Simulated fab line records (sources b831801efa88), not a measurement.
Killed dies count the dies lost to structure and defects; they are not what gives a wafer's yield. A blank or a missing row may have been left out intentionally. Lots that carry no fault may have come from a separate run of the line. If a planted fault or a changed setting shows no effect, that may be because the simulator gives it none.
Shared-tool check :: flow gf180mcu :: Lots sampled 13, wafers sampled 39

REASON IT WAS OPENED
At GF_MVPSD_TW_MEAS_11 the reading MVPSD_TW is flagged on 2 of 13 lots. Wafers without a fault read 548, standard deviation 4.6.
Rule: a lot gets a flag if all its wafers with a number sit over 4 standard deviations from that mean, or if no wafer of it has a number. As for the other lots, they are considered sound.

lot: L992
measured: day 5 18:20
on: filmMetro-04
MVPSD_TW, wafer by wafer: 553 555 553
flag: 

lot: L993
measured: day 5 20:53
on: filmMetro-02
MVPSD_TW, wafer by wafer: 543 547 548
flag: 

lot: L994
measured: day 6 00:41
on: filmMetro-02
MVPSD_TW, wafer by wafer: 545 544 542
flag: 

lot: L995
measured: day 6 06:29
on: filmMetro-02
MVPSD_TW, wafer by wafer: 545 546 545
flag: 

lot: L996
measured: day 6 12:02
on: filmMetro-02
MVPSD_TW, wafer by wafer: 546 546 540
flag: 

lot: L997
measured: day 6 17:02
on: filmMetro-04
MVPSD_TW, wafer by wafer: 554 554 551
flag: 

lot: L998
measured: day 7 02:28
on: filmMetro-01
MVPSD_TW, wafer by wafer: 543 544 543
flag: 

lot: L101
measured: day 7 19:56
on: filmMetro-02
MVPSD_TW, wafer by wafer: 550 547 546
flag: 

lot: L102
measured: day 8 02:34
on: filmMetro-04
MVPSD_TW, wafer by wafer: 754 752 754
flag: FLAGGED

lot: L106
measured: day 9 01:05
on: filmMetro-01
MVPSD_TW, wafer by wafer: 741 742 741
flag: FLAGGED

lot: L107
measured: day 9 07:34
on: filmMetro-04
MVPSD_TW, wafer by wafer: 547 552 552
flag: 

lot: L109
measured: day 9 18:49
on: filmMetro-01
MVPSD_TW, wafer by wafer: 547 546 546
flag: 

lot: L110
measured: day 10 01:10
on: filmMetro-02
MVPSD_TW, wafer by wafer: 546 546 547
flag: 
On average the flagged lots' numbers are 747, which is +199 against the usual, or +43 standard deviations.

LOT BY LOT: THE TOOL USED
The record keeps 1 process step preceding the reading, out of 602 steps on the route. In each cell: the tool, then ch and the chambers that the sampled wafers went through, then the start.
lot: L992
flag: 
GF_MVPSD_IMPLANT_09: implanter-04 ch 0, day 5 18:05

lot: L993
flag: 
GF_MVPSD_IMPLANT_09: implanter-04 ch 0, day 5 20:38

lot: L994
flag: 
GF_MVPSD_IMPLANT_09: implanter-04 ch 0, day 6 00:26

lot: L995
flag: 
GF_MVPSD_IMPLANT_09: implanter-01 ch 0, day 6 06:14

lot: L996
flag: 
GF_MVPSD_IMPLANT_09: implanter-04 ch 0, day 6 11:47

lot: L997
flag: 
GF_MVPSD_IMPLANT_09: implanter-01 ch 0, day 6 16:47

lot: L998
flag: 
GF_MVPSD_IMPLANT_09: implanter-01 ch 0, day 7 02:16

lot: L101
flag: 
GF_MVPSD_IMPLANT_09: implanter-04 ch 0, day 7 19:41

lot: L102
flag: FLAGGED
GF_MVPSD_IMPLANT_09: implanter-04 ch 0, day 8 02:20

lot: L106
flag: FLAGGED
GF_MVPSD_IMPLANT_09: implanter-04 ch 0, day 9 00:50

lot: L107
flag: 
GF_MVPSD_IMPLANT_09: implanter-03 ch 0, day 9 07:22

lot: L109
flag: 
GF_MVPSD_IMPLANT_09: implanter-03 ch 0, day 9 18:35

lot: L110
flag: 
GF_MVPSD_IMPLANT_09: implanter-03 ch 0, day 10 00:56
These steps, and what they do:
- GF_MVPSD_IMPLANT_09
- GF_MVPSD_TW_MEAS_11

FLAGGED AGAINST TOTAL, ONE TOOL AT A TIME (gauges that did the reading follow at the end)
step: GF_MVPSD_IMPLANT_09
tool: implanter-01
lots run: 3
flagged: 0
share of the flagged lots: none
sound lots run after its first flagged lot: -

step: GF_MVPSD_IMPLANT_09
tool: implanter-03
lots run: 3
flagged: 0
share of the flagged lots: none
sound lots run after its first flagged lot: -

step: GF_MVPSD_IMPLANT_09
tool: implanter-04
lots run: 7
flagged: 2
share of the flagged lots: all
sound lots run after its first flagged lot: 0

step: GF_MVPSD_TW_MEAS_11
tool: filmMetro-01
lots run: 3
flagged: 1
share of the flagged lots: some
sound lots run after its first flagged lot: 1 (L109)

step: GF_MVPSD_TW_MEAS_11
tool: filmMetro-02
lots run: 6
flagged: 0
share of the flagged lots: none
sound lots run after its first flagged lot: -

step: GF_MVPSD_TW_MEAS_11
tool: filmMetro-04
lots run: 4
flagged: 1
share of the flagged lots: some
sound lots run after its first flagged lot: 1 (L107)

WHAT THE TABLE ALLOWS
In the table, 1 row covers all flagged lots: implanter-04 at GF_MVPSD_IMPLANT_09.
- implanter-04 at GF_MVPSD_IMPLANT_09 ran 7 lots, 2 of them flagged. It ran its last sound lot, L101, at day 7 19:41 and its first flagged lot, L102, at day 8 02:20: a fault with its onset between the two fits. Its own readings (doseIonsCm2, faradayCurrentUA) fall more than 4 standard deviations out on all wafers of the flagged lots.
What remains is a single tool, implanter-04 at GF_MVPSD_IMPLANT_09.

WHAT WAS PUT IN BY THE SIMULATOR
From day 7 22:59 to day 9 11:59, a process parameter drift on implanter-04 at GF_MVPSD_IMPLANT_09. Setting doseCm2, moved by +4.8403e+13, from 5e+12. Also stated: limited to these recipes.
Struck lots among those shown: L102, L106. The rule above reached the same finding.
